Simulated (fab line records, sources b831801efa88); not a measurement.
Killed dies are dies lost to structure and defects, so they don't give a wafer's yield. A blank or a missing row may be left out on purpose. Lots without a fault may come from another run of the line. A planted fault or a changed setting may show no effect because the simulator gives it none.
Which tool did it? | flow gf180mcu | 7 lots, 21 wafers sampled, at 1 step of a route of 602

WHAT THE GAUGES READ, wafer by wafer
GF_V3_CD_MEAS_14: target cd 260 nm.
lot  | measured     | on        | cd_nm (nm)
L667 | day 23 08:45 | cd_sem-01 | 261.4 261.2 261.9
L670 | day 24 13:01 | cd_sem-02 | 261.9 260.8 261.1
L673 | day 25 06:06 | cd_sem-01 | 258.5 258.0 258.9
L675 | day 26 00:35 | cd_sem-01 | 260.8 260.3 261.2
L683 | day 28 08:46 | cd_sem-01 | 260.4 260.3 260.3
L685 | day 29 01:22 | cd_sem-01 | 259.2 260.9 259.7
L687 | day 29 07:23 | cd_sem-01 | 257.7 256.9 257.9

WHICH TOOL RAN EACH LOT (tool, then ch and the chambers of the sampled wafers, then the start)
The record holds no process step before these readings.

THE ANSWER, worked out from the rows above alone
Rule: what is usual is taken from the lots themselves. Put in order of their means at a reading, lots are off if they are a third of the lots or fewer, leave a main group of 4 or more, and stand apart from it by a gap of 3 or more times the standard deviation of the main group's means; of several such gaps the widest counts. A main group whose means are all the same, to the digits that the tables above print for the reading, isn't used. A lot without any number at a reading at which 4 lots or more have one is off too. The other lots that the step has rows for count as sound.
No lot is off at any reading shown: from this, nothing can be told.

WHAT THE SIMULATOR HAD PUT IN
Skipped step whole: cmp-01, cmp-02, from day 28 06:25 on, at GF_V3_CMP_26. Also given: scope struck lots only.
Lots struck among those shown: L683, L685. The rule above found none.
